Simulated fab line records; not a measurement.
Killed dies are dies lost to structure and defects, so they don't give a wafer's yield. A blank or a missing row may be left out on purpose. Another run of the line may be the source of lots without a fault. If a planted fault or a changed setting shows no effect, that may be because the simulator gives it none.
fab line records ; flow gf180mcu ; part 2 of 2: steps 26 to 35 of 35
record: lots: 5; wafers: 15; last-day: 34
route steps=602 shown V4@478 MIM@503
lots with no fault: from the same line, run without faults
start-h: hours from the record's first day to the start of the lot's first wafer shown ; wait-h: hours since the lot's step before ; " unchanged from the row above ; L1.1+2: one row covering several wafers at once ; - no value, or no start given ; * or withheld: withheld ; < > ~ a bound
route shown NAME@n: a module of which the file shows steps, and the number in the route of the first ; usual: the fault-free wafers' mean and standard deviation ; same: alike in all rows ; chamber/n: place in a boat ; sites: readings site by site ; _std_site: standard deviation across them ; _edge_site: inner sites' mean taken away from outer sites' mean ; radius-mm: how far each site lies from the wafer's centre ; mask NAME#n: copy n ; behind: the most recent tool/chamber to have shaped the wafer ; hold: reason for holding the lot/hours on hold/outcome of the hold ; device: names the non-switching transistor (n, p or np) ; end of line: the route-end tests of the same wafers ; a step given without rows: its recipe and nothing more ; killed: not the wafer's yield, but the dies lost to structure and defects at the first sort ; map: per-die view of a wafer (x killed, . not killed, _ where there is no die)
set.NAME: the setting the step ran with; set.NAME@STEP: the setting that earlier step ran with ; model.NAME: the simulator's own value behind a step, which no gauge read
certain route steps with their lots: each step a table, each wafer a row
services: the hour from which a tool's chamber was out of use, counted from the record's first day as start-h (under 0 if before that day), plus the number of hours and why
== steps ==
step: GF_MIM_SPUTTER_00
recipe: material: Ti; target-thk-nm: 37.5; arriving-ion-energy-ev: 80; substrate-temp-c: 200; chamber-pressure-pa: 2; power-w: 4000; time-s: 150
usual: throttle-valve-pct: 29.9/0.69
same: time-s: 150
lot.wafer;tool;chamber;start-h;wait-h;throttle-valve-pct
L074.1;pvd-sputter-01;-;562.17;0.1;30.2
L074.3;pvd-sputter-01;-;562.17;0.1;29.1
L074.4;pvd-sputter-01;-;562.17;0.1;29.7
L078.2;pvd-sputter-01;-;606.64;0.2;29.4
L078.4;pvd-sputter-01;-;606.64;0.2;29.6
L078.5;pvd-sputter-01;-;606.64;0.2;29.8
L095.1;pvd-sputter-01;-;727.02;0.2;29.2
L095.2;pvd-sputter-01;-;727.02;0.2;29.9
L095.4;pvd-sputter-01;-;727.02;0.2;29.8
L096.2;pvd-sputter-04;-;729.93;0.2;30.5
L096.4;pvd-sputter-04;-;729.93;0.2;30.1
L096.6;pvd-sputter-04;-;729.93;0.2;30.6
L097.3;pvd-sputter-02;-;739.77;0.3;30.4
L097.4;pvd-sputter-02;-;739.77;0.3;30.2
L097.5;pvd-sputter-02;-;739.77;0.3;30.3
step: GF_MIM_SPUTTER_01
recipe: material: TiN; target-thk-nm: 30; power-w: 6500; time-s: 25; chamber-pressure-pa: 0.4
usual: throttle-valve-pct: 29.9/0.71
same: time-s: 25
lot.wafer;tool;chamber;start-h;wait-h;throttle-valve-pct
L074.1;pvd-sputter-01;-;562.27;0.1;30.5
L074.3;pvd-sputter-01;-;562.27;0.1;29.7
L074.4;pvd-sputter-01;-;562.27;0.1;29.3
L078.2;pvd-sputter-01;-;606.74;0.1;29.4
L078.4;pvd-sputter-01;-;606.74;0.1;29.8
L078.5;pvd-sputter-01;-;606.74;0.1;30.0
L095.1;pvd-sputter-01;-;727.12;0.1;29.4
L095.2;pvd-sputter-01;-;727.12;0.1;30.4
L095.4;pvd-sputter-01;-;727.12;0.1;29.7
L096.2;pvd-sputter-04;-;730.03;0.1;30.6
L096.4;pvd-sputter-04;-;730.03;0.1;29.9
L096.6;pvd-sputter-04;-;730.03;0.1;30.4
L097.3;pvd-sputter-02;-;739.87;0.1;30.4
L097.4;pvd-sputter-02;-;739.87;0.1;30.2
L097.5;pvd-sputter-02;-;739.87;0.1;30.3
step: GF_MIM_SPUTTER_02
recipe: material: AlCu; target-thk-nm: 450; power-w: 10600; time-s: 23.9; chamber-pressure-pa: 0.4
usual: throttle-valve-pct: 29.9/0.69
same: time-s: 23.9
lot.wafer;tool;chamber;start-h;wait-h;throttle-valve-pct
L074.1;pvd-sputter-01;-;562.30;0.0;30.2
L074.3;pvd-sputter-01;-;562.30;0.0;29.2
L074.4;pvd-sputter-01;-;562.30;0.0;29.6
L078.2;pvd-sputter-01;-;606.77;0.0;29.5
L078.4;pvd-sputter-01;-;606.77;0.0;29.8
L078.5;pvd-sputter-01;-;606.77;0.0;30.0
L095.1;pvd-sputter-01;-;727.15;0.0;29.3
L095.2;pvd-sputter-01;-;727.15;0.0;30.3
L095.4;pvd-sputter-01;-;727.15;0.0;29.7
L096.2;pvd-sputter-04;-;730.07;0.0;30.7
L096.4;pvd-sputter-04;-;730.07;0.0;30.0
L096.6;pvd-sputter-04;-;730.07;0.0;30.3
L097.3;pvd-sputter-02;-;739.90;0.0;30.6
L097.4;pvd-sputter-02;-;739.90;0.0;30.1
L097.5;pvd-sputter-02;-;739.90;0.0;30.5
step: GF_MIM_SPUTTER_03
recipe: material: Ti; target-thk-nm: 10; substrate-temp-c: 300; chamber-pressure-pa: 0.3; power-w: 3000; time-s: 6.7
usual: throttle-valve-pct: 29.9/0.68
same: time-s: 6.7
lot.wafer;tool;chamber;start-h;wait-h;throttle-valve-pct
L074.1;pvd-sputter-01;-;562.33;0.0;30.2
L074.3;pvd-sputter-01;-;562.33;0.0;29.3
L074.4;pvd-sputter-01;-;562.33;0.0;29.4
L078.2;pvd-sputter-01;-;606.80;0.0;29.4
L078.4;pvd-sputter-01;-;606.80;0.0;29.9
L078.5;pvd-sputter-01;-;606.80;0.0;29.6
L095.1;pvd-sputter-01;-;727.18;0.0;29.3
L095.2;pvd-sputter-01;-;727.18;0.0;30.1
L095.4;pvd-sputter-01;-;727.18;0.0;29.8
L096.2;pvd-sputter-04;-;730.09;0.0;30.7
L096.4;pvd-sputter-04;-;730.09;0.0;30.2
L096.6;pvd-sputter-04;-;730.09;0.0;30.3
L097.3;pvd-sputter-02;-;739.93;0.0;30.5
L097.4;pvd-sputter-02;-;739.93;0.0;30.1
L097.5;pvd-sputter-02;-;739.93;0.0;30.5
step: GF_MIM_SPUTTER_04
recipe: material: TiN; target-thk-nm: 50; power-w: 6500; time-s: 41.7; chamber-pressure-pa: 0.4
usual: throttle-valve-pct: 29.9/0.68
same: time-s: 41.7
lot.wafer;tool;chamber;start-h;wait-h;throttle-valve-pct
L074.1;pvd-sputter-01;-;562.35;0.0;30.2
L074.3;pvd-sputter-01;-;562.35;0.0;29.2
L074.4;pvd-sputter-01;-;562.35;0.0;29.5
L078.2;pvd-sputter-01;-;606.82;0.0;29.5
L078.4;pvd-sputter-01;-;606.82;0.0;29.8
L078.5;pvd-sputter-01;-;606.82;0.0;29.7
L095.1;pvd-sputter-01;-;727.20;0.0;29.7
L095.2;pvd-sputter-01;-;727.20;0.0;30.2
L095.4;pvd-sputter-01;-;727.20;0.0;29.9
L096.2;pvd-sputter-04;-;730.12;0.0;30.6
L096.4;pvd-sputter-04;-;730.12;0.0;30.0
L096.6;pvd-sputter-04;-;730.12;0.0;30.5
L097.3;pvd-sputter-02;-;739.95;0.0;30.5
L097.4;pvd-sputter-02;-;739.95;0.0;30.2
L097.5;pvd-sputter-02;-;739.95;0.0;30.2
step: GF_MIM_CVD_05
recipe: material: Si3N4; target-thk-nm: 42; temp-max-c: 400; temp-c: 385; time-s: 29.086; rf-w: 450
usual: heater-power-w: 640/94
same: time-s: 29.086
lot.wafer;tool;chamber;start-h;wait-h;heater-power-w
L074.1;pecvd-02;1;562.39;0.0;840
L074.3;pecvd-02;0;562.39;0.0;668
L074.4;pecvd-02;2;562.39;0.0;673
L078.2;pecvd-04;1;606.86;0.0;526
L078.4;pecvd-04;0;606.86;0.0;711
L078.5;pecvd-04;1;606.86;0.0;527
L095.1;pecvd-01;1;727.24;0.0;597
L095.2;pecvd-01;0;727.24;0.0;661
L095.4;pecvd-01;0;727.24;0.0;667
L096.2;pecvd-04;2;730.16;0.0;638
L096.4;pecvd-04;1;730.16;0.0;492
L096.6;pecvd-04;2;730.16;0.0;650
L097.3;pecvd-04;0;739.99;0.0;727
L097.4;pecvd-04;0;739.99;0.0;751
L097.5;pecvd-04;1;739.99;0.0;494
step: GF_MIM_THK_MEAS_06
recipe: reads: Si3N4_of_MIM_CVD_05
usual: MIM_CVD_05_THK: 41.9/0.65
lot.wafer;tool;chamber;start-h;wait-h;MIM_CVD_05_THK[nm]
L074.1;film-metro-01;-;562.43;0.0;41.6
L074.3;film-metro-01;-;562.43;0.0;42.8
L074.4;film-metro-01;-;562.43;0.0;42.6
L078.2;film-metro-01;-;606.90;0.0;41.1
L078.4;film-metro-01;-;606.90;0.0;41.6
L078.5;film-metro-01;-;606.90;0.0;41.8
L095.1;film-metro-04;-;727.29;0.0;40.8
L095.2;film-metro-04;-;727.29;0.0;40.4
L095.4;film-metro-04;-;727.29;0.0;41.5
L096.2;film-metro-04;-;730.20;0.0;41.9
L096.4;film-metro-04;-;730.20;0.0;42.0
L096.6;film-metro-04;-;730.20;0.0;42.3
L097.3;film-metro-01;-;740.05;0.0;41.4
L097.4;film-metro-01;-;740.05;0.0;41.6
L097.5;film-metro-01;-;740.05;0.0;41.7
step: GF_MIM_SPUTTER_07
recipe: material: TiN; target-thk-nm: 60; power-w: 6500; time-s: 50; chamber-pressure-pa: 0.4
usual: throttle-valve-pct: 30.1/0.75
same: time-s: 50
lot.wafer;tool;chamber;start-h;wait-h;throttle-valve-pct
L074.1;pvd-sputter-02;-;562.49;0.1;30.5
L074.3;pvd-sputter-02;-;562.49;0.1;30.4
L074.4;pvd-sputter-02;-;562.49;0.1;30.1
L078.2;pvd-sputter-04;-;606.95;0.0;30.7
L078.4;pvd-sputter-04;-;606.95;0.0;29.2
L078.5;pvd-sputter-04;-;606.95;0.0;30.5
L095.1;pvd-sputter-04;-;727.35;0.1;29.9
L095.2;pvd-sputter-04;-;727.35;0.1;30.5
L095.4;pvd-sputter-04;-;727.35;0.1;29.2
L096.2;pvd-sputter-01;-;730.25;0.0;29.5
L096.4;pvd-sputter-01;-;730.25;0.0;29.7
L096.6;pvd-sputter-01;-;730.25;0.0;29.5
L097.3;pvd-sputter-01;-;740.09;0.0;29.5
L097.4;pvd-sputter-01;-;740.09;0.0;30.0
L097.5;pvd-sputter-01;-;740.09;0.0;29.7
step: GF_MIM_SPUTTER_08
recipe: material: AlCu; target-thk-nm: 200; power-w: 10600; time-s: 10.6; chamber-pressure-pa: 0.4
usual: throttle-valve-pct: 30.1/0.75
same: time-s: 10.6
lot.wafer;tool;chamber;start-h;wait-h;throttle-valve-pct
L074.1;pvd-sputter-02;-;562.53;0.0;30.4
L074.3;pvd-sputter-02;-;562.53;0.0;30.4
L074.4;pvd-sputter-02;-;562.53;0.0;30.4
L078.2;pvd-sputter-04;-;606.99;0.0;30.4
L078.4;pvd-sputter-04;-;606.99;0.0;29.2
L078.5;pvd-sputter-04;-;606.99;0.0;30.4
L095.1;pvd-sputter-04;-;727.39;0.0;30.1
L095.2;pvd-sputter-04;-;727.39;0.0;30.5
L095.4;pvd-sputter-04;-;727.39;0.0;29.0
L096.2;pvd-sputter-01;-;730.29;0.0;29.5
L096.4;pvd-sputter-01;-;730.29;0.0;30.0
L096.6;pvd-sputter-01;-;730.29;0.0;29.6
L097.3;pvd-sputter-01;-;740.13;0.0;29.6
L097.4;pvd-sputter-01;-;740.13;0.0;29.9
L097.5;pvd-sputter-01;-;740.13;0.0;29.8
step: GF_MIM_SPUTTER_09
recipe: material: TiN; target-thk-nm: 35; power-w: 6500; time-s: 29.2; chamber-pressure-pa: 0.4
usual: throttle-valve-pct: 30.1/0.76
same: time-s: 29.2
lot.wafer;tool;chamber;start-h;wait-h;throttle-valve-pct
L074.1;pvd-sputter-02;-;562.55;0.0;30.6
L074.3;pvd-sputter-02;-;562.55;0.0;30.5
L074.4;pvd-sputter-02;-;562.55;0.0;30.4
L078.2;pvd-sputter-04;-;607.02;0.0;30.4
L078.4;pvd-sputter-04;-;607.02;0.0;29.2
L078.5;pvd-sputter-04;-;607.02;0.0;30.5
L095.1;pvd-sputter-04;-;727.42;0.0;30.0
L095.2;pvd-sputter-04;-;727.42;0.0;30.5
L095.4;pvd-sputter-04;-;727.42;0.0;29.3
L096.2;pvd-sputter-01;-;730.31;0.0;29.5
L096.4;pvd-sputter-01;-;730.31;0.0;29.7
L096.6;pvd-sputter-01;-;730.31;0.0;29.5
L097.3;pvd-sputter-01;-;740.15;0.0;29.4
L097.4;pvd-sputter-01;-;740.15;0.0;29.7
L097.5;pvd-sputter-01;-;740.15;0.0;29.9
== services ==
tool;chamber;start-h;hours;kind
cmp-02;-;519.55;3.6;repair
cvd-w-02;1;522.52;9.0;repair
cvd-w-02;-;540.47;6.9;pm
pvd-sputter-01;-;558.45;2.4;repair
cmp-01;-;562.74;6.3;pm
pvd-sputter-01;-;571.47;1.0;repair
cmp-01;-;572.00;4.0;pm
cmp-02;-;590.50;1.2;repair
cmp-02;-;594.95;1.4;repair
cmp-02;-;601.24;3.7;pm
cmp-01;-;607.15;0.9;repair
cmp-01;-;619.88;1.1;repair
cmp-02;-;631.15;4.8;repair
cmp-02;-;636.48;0.3;repair
cmp-01;-;637.01;5.9;pm
pvd-sputter-02;-;642.55;11.0;repair
cmp-01;-;647.03;5.5;repair
cmp-01;-;648.20;5.9;repair
cmp-01;-;650.83;4.2;repair
cvd-w-02;-;661.73;0.6;repair
pvd-sputter-02;-;676.62;7.3;repair
cmp-01;-;686.10;0.7;repair
pvd-sputter-04;-;704.59;8.6;repair
pvd-sputter-01;-;709.92;4.0;repair
